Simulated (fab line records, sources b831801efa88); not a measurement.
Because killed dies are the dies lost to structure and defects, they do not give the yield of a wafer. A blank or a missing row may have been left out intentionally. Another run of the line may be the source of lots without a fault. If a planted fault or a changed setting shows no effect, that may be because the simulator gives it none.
fab line records	flow gf180mcu
record lots=14	wafers=42	lastDay=35
route steps=602 shown STI@10 MVSD@73 POLY_GATE@169
lots with no fault: from the same line, run without faults
startH: start of the lot's first displayed wafer, in hours after the record's first day	waitH: hours elapsed since this lot's preceding step	" identical to the entry in the row above	L1.1+2: a row that stands for several wafers	- no value, or no start was given	* or withheld: withheld	< > ~ a bound
route shown NAME@n: names a module that has steps shown in the file, with the first one's number in the route	usual: mean/standard deviation of fault-free wafers	same: alike in all rows	chamber/n: place in a boat	sites: the reading at each site	_std_site: standard deviation of those values	_edge_site: inner sites' mean taken away from outer sites' mean	radiusMm: how far each site lies from the wafer's centre	mask NAME#n: copy n	behind: the most recent tool/chamber to have shaped the wafer	hold: why the lot was held/for how many hours/how that ended	device: the n, p or np transistor that did not switch	end of line: the route-end tests of the same wafers	step lacking rows: just its recipe	killed: not the wafer's yield, but the dies lost to structure and defects at the first sort	map: per-die view of a wafer (x killed, . not killed, _ where there is no die)
set.NAME: the setting the step ran with; set.NAME@STEP: the setting that earlier step ran with	model.NAME: the simulator's own value behind a step, which no gauge read
the route's steps for a sample of lots (tables are steps, rows are wafers)
services: the hour from which a tool's chamber was out of use, counted from the record's first day as startH (under 0 if before that day), plus the number of hours and why
## steps
# step GF_STI_EXPOSE_09
# recipe maskId=COMP	targetCdNm=220	na=0.68	sourceShape=conventional	sigmaOuter=0.6	doseMj=28
# usual exposureDoseMJCm2=27.986/0.026	focusOffsetNm=0.0/0.54
lot.wafer	tool	chamber	startH	waitH	mask	exposureDoseMJCm2	focusOffsetNm
L947.1	krfScanner-02	0	19.98	-	COMP#0	27.927	-0.6
L947.3	"	0	"	"	COMP#0	27.978	-0.9
L947.4	"	0	"	"	COMP#0	27.935	-0.1
L948.2	krfScanner-01	0	25.29	-	COMP#0	27.985	-0.2
L948.4	"	0	"	"	COMP#0	28.006	-0.5
L948.6	"	0	"	"	COMP#0	27.996	-0.6
L950.2	krfScanner-01	0	35.30	-	COMP#0	27.961	0.1
L950.3	"	0	"	"	COMP#0	27.954	0.6
L950.6	"	0	"	"	COMP#0	28.004	0.4
L952.2	krfScanner-01	0	44.80	-	COMP#0	28.034	-0.5
L952.3	"	0	"	"	COMP#0	28.018	0.6
L952.6	"	0	"	"	COMP#0	28.007	-0.7
L954.1	krfScanner-02	0	56.49	-	COMP#0	28.010	-0.2
L954.2	"	0	"	"	COMP#0	28.001	-0.3
L954.3	"	0	"	"	COMP#0	28.036	0.2
L955.3	krfScanner-02	0	60.04	-	COMP#0	27.940	-0.4
L955.4	"	0	"	"	COMP#0	28.002	0.2
L955.5	"	0	"	"	COMP#0	27.978	-0.2
L956.3	krfScanner-02	0	65.16	-	COMP#0	27.931	0.9
L956.4	"	0	"	"	COMP#0	27.973	1.2
L956.6	"	0	"	"	COMP#0	27.992	1.0
L957.1	krfScanner-02	0	70.32	-	COMP#0	28.018	-0.3
L957.3	"	0	"	"	COMP#0	28.030	-0.8
L957.4	"	0	"	"	COMP#0	28.020	-0.4
L958.3	krfScanner-02	0	74.39	-	COMP#0	28.012	0.5
L958.5	"	0	"	"	COMP#0	27.983	-0.3
L958.6	"	0	"	"	COMP#0	28.003	-0.5
L964.2	krfScanner-02	-	105.54	-	COMP#0	-	-
L964.3	"	-	"	"	COMP#0	-	-
L964.5	"	-	"	"	COMP#0	-	-
L965.1	krfScanner-01	-	111.27	-	COMP#0	-	-
L965.2	"	-	"	"	COMP#0	-	-
L965.4	"	-	"	"	COMP#0	-	-
L968.2	krfScanner-01	0	125.79	-	COMP#0	28.008	-0.6
L968.5	"	0	"	"	COMP#0	27.965	-0.8
L968.6	"	0	"	"	COMP#0	27.957	-0.5
L969.1	krfScanner-02	0	131.37	-	COMP#0	28.011	-0.1
L969.4	"	0	"	"	COMP#0	27.978	-0.1
L969.6	"	0	"	"	COMP#0	28.000	0.0
L970.3	krfScanner-02	0	138.59	-	COMP#0	28.042	0.2
L970.5	"	0	"	"	COMP#0	27.982	0.0
L970.6	"	0	"	"	COMP#0	28.059	0.1
# step GF_MVSD_OVL_MEAS_07
# usual MVSD_OVL=-0.8/1.5
lot.wafer	tool	chamber	startH	waitH	MVSD_OVL[nm]
L947.1	overlay-02	-	83.40	-	-1.6
L947.3	"	-	"	"	1.1
L947.4	"	-	"	"	0.3
L948.2	overlay-01	-	89.30	-	0.5
L948.4	"	-	"	"	0.4
L948.6	"	-	"	"	-3.0
L950.2	overlay-01	-	101.46	-	-1.1
L950.3	"	-	"	"	-2.0
L950.6	"	-	"	"	-1.0
L952.2	overlay-02	-	110.96	-	-3.2
L952.3	"	-	"	"	-2.9
L952.6	"	-	"	"	-1.8
L954.1	overlay-01	-	127.10	-	-1.1
L954.2	"	-	"	"	-3.2
L954.3	"	-	"	"	-2.3
L955.3	overlay-02	-	132.36	-	-2.5
L955.4	"	-	"	"	-1.8
L955.5	"	-	"	"	-0.4
L956.3	overlay-02	-	137.01	-	-0.1
L956.4	"	-	"	"	-0.7
L956.6	"	-	"	"	0.0
L957.1	overlay-01	-	140.92	-	-0.2
L957.3	"	-	"	"	-0.1
L957.4	"	-	"	"	-1.1
L958.3	overlay-02	-	145.51	-	-1.9
L958.5	"	-	"	"	-0.4
L958.6	"	-	"	"	-3.1
L968.2	overlay-02	-	205.95	-	-2.2
L968.5	"	-	"	"	-0.3
L968.6	"	-	"	"	-0.7
L969.1	overlay-01	-	210.74	-	0.9
L969.4	"	-	"	"	-1.1
L969.6	"	-	"	"	1.6
L970.3	overlay-02	-	218.71	-	-2.8
L970.5	"	-	"	"	-3.2
L970.6	"	-	"	"	-0.2
# step GF_POLY_GATE_ETCH_12
# recipe chemistry=N2/H2	targetDepthA=withheld	overetchA=withheld	timeS=withheld	target=BARC	ionEnergyEv=200	sourceW=500	biasW=100	pressureMtorr=30	n2FlowSccm=100	h2FlowSccm=200
# usual drypumpMotorCurrentA=5.8/0.38	h2FlowSccm=200.0/0.58	oesProductAu=0.736/0.0049	throttleValvePct=13.215/0.0089
lot.wafer	tool	chamber	startH	waitH	drypumpMotorCurrentA	h2FlowSccm	oesProductAu	throttleValvePct
L947.1	rieDiel-02	1	196.31	0.0	5.8	200.1	0.737	13.218
L947.3	"	3	"	"	6.0	200.0	0.738	13.220
L947.4	"	2	"	"	6.0	200.0	0.740	13.214
L948.2	rieDiel-01	2	205.75	0.0	5.2	200.3	0.733	13.214
L948.4	"	3	"	"	5.8	200.0	0.739	13.223
L948.6	"	2	"	"	5.2	199.7	0.732	13.205
L950.2	rieDiel-04	3	222.05	0.0	5.7	200.8	0.730	13.208
L950.3	"	0	"	"	5.9	199.6	0.727	13.211
L950.6	"	3	"	"	5.7	200.3	0.740	13.200
L952.2	rieDiel-02	2	235.60	0.0	5.9	199.9	0.737	13.214
L952.3	"	0	"	"	5.5	199.9	0.733	13.202
L952.6	"	1	"	"	5.7	199.3	0.728	13.218
L954.1	rieDiel-04	3	253.26	0.0	5.7	200.4	0.726	13.206
L954.2	"	2	"	"	5.9	199.8	0.731	13.205
L954.3	"	1	"	"	5.5	199.8	0.731	13.223
L955.3	rieDiel-01	3	260.10	0.0	5.8	200.3	0.734	13.215
L955.4	"	2	"	"	5.2	200.0	0.735	13.216
L955.5	"	2	"	"	5.2	199.8	0.738	13.224
L956.3	rieDiel-04	0	264.29	0.0	5.9	200.6	0.740	13.222
L956.4	"	2	"	"	6.0	199.4	0.736	13.227
L956.6	"	2	"	"	6.0	200.1	0.746	13.222
L957.1	rieDiel-02	1	271.10	0.0	5.8	200.0	0.738	13.197
L957.3	"	0	"	"	5.5	200.2	0.738	13.222
L957.4	"	2	"	"	5.9	199.9	0.733	13.227
L958.3	rieDiel-04	3	277.72	0.0	5.7	199.7	0.739	13.223
L958.5	"	3	"	"	5.7	200.1	0.741	13.215
L958.6	"	2	"	"	6.0	199.5	0.745	13.227
L968.2	rieDiel-02	1	348.70	0.0	5.8	200.6	0.730	13.222
L968.5	"	3	"	"	6.0	199.4	0.735	13.199
L968.6	"	2	"	"	5.9	199.7	0.733	13.205
L969.1	rieDiel-01	3	356.20	0.0	5.8	200.1	0.743	13.219
L969.4	"	1	"	"	6.6	198.9	0.729	13.218
L969.6	"	1	"	"	6.6	199.4	0.731	13.204
L970.3	rieDiel-04	1	371.45	0.0	5.5	200.6	0.737	13.202
L970.5	"	2	"	"	6.0	199.8	0.733	13.215
L970.6	"	3	"	"	5.7	199.6	0.736	13.214
# step GF_POLY_GATE_CD_MEAS_18
# usual cdNm=280.9/2
lot.wafer	tool	chamber	startH	waitH	cdNm
L947.1	cdSem-02	-	197.91	0.1	281.5
L947.3	"	-	"	"	282.4
L947.4	"	-	"	"	280.3
L948.2	cdSem-01	-	207.35	0.1	276.5
L948.4	"	-	"	"	279.5
L948.6	"	-	"	"	278.3
L950.2	cdSem-01	-	225.94	0.2	280.5
L950.3	"	-	"	"	278.3
L950.6	"	-	"	"	280.0
L952.2	cdSem-01	-	237.42	0.1	283.8
L952.3	"	-	"	"	281.5
L952.6	"	-	"	"	279.6
L954.1	cdSem-02	-	257.54	0.1	280.7
L954.2	"	-	"	"	278.8
L954.3	"	-	"	"	280.2
L955.3	cdSem-01	-	261.73	0.1	279.9
L955.4	"	-	"	"	281.4
L955.5	"	-	"	"	283.1
L956.3	cdSem-01	-	265.92	0.1	281.0
L956.4	"	-	"	"	282.9
L956.6	"	-	"	"	283.9
L957.1	cdSem-02	-	275.57	0.1	281.3
L957.3	"	-	"	"	280.4
L957.4	"	-	"	"	281.1
L958.3	cdSem-01	-	281.27	0.1	283.9
L958.5	"	-	"	"	285.4
L958.6	"	-	"	"	280.6
L968.2	cdSem-01	-	350.30	0.1	281.4
L968.5	"	-	"	"	282.2
L968.6	"	-	"	"	283.4
L969.1	cdSem-02	-	357.82	0.1	277.1
L969.4	"	-	"	"	276.4
L969.6	"	-	"	"	278.7
L970.3	cdSem-02	-	373.12	0.1	280.7
L970.5	"	-	"	"	281.0
L970.6	"	-	"	"	280.1
## services
tool	chamber	startH	hours	kind
krfScanner-02	-	10.19	1.3	pm
krfScanner-01	-	21.12	0.8	pm
krfScanner-01	-	31.38	1.3	pm
krfScanner-02	-	32.68	1.0	pm
krfScanner-01	-	85.65	1.0	pm
krfScanner-01	-	90.19	4.0	pm
krfScanner-02	-	95.73	5.2	repair
krfScanner-01	-	100.07	2.6	repair
krfScanner-02	-	102.64	0.8	pm
krfScanner-02	-	186.09	1.3	pm
rieDiel-04	-	187.67	1.4	repair
krfScanner-01	-	189.92	0.8	pm
krfScanner-01	-	193.53	21.0	pm
krfScanner-02	-	214.53	1.0	pm
krfScanner-01	-	215.53	1.3	pm
krfScanner-01	-	216.83	3.6	pm
krfScanner-01	-	223.40	2.3	repair
krfScanner-01	-	254.65	1.0	pm
krfScanner-02	-	265.53	0.8	pm
krfScanner-01	-	281.30	0.4	repair
krfScanner-02	-	291.31	1.7	repair
krfScanner-02	-	301.67	2.2	repair
krfScanner-02	-	361.99	1.3	pm
krfScanner-02	-	369.83	1.0	pm
## key
firstSign step=GF_STI_EXPOSE_09	reading=toolRecord	direction=missing
effect none on later readings
metAt GF_STI_EXPOSE_09
struckLots L964,L965
laterRowsLeftOut L964.2,L964.3,L964.5,L965.1,L965.2,L965.4
sortLeftOut L964.2,L964.3,L964.5,L965.1,L965.2,L965.4
testerLeftOut L964,L965
notActingAt GF_MVSD_OVL_MEAS_07,GF_POLY_GATE_ETCH_12,GF_POLY_GATE_CD_MEAS_18
onsetBetween 74.39 105.54
fault kind=skippedStepWhole	tool=krfScanner-01,krfScanner-02	chamber=-	onsetH=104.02	steps=GF_STI_EXPOSE_09	scope=struckLotsOnly
# testerLeftOut: of these lots the tester's yield and bins aren't shown, on N5 and GAA mostly nor the transistor test; their killed dies are dies lost to structure and defects alone, not to doping, threshold or leakage, so they don't give the yield
# sortLeftOut: the simulated sort isn't trusted on such a fault, so these wafers' sort isn't shown, and their yield isn't known
# laterRowsLeftOut: the simulator's readings of these wafers behind a module that went badly wrong aren't trusted and aren't shown, but for the sort
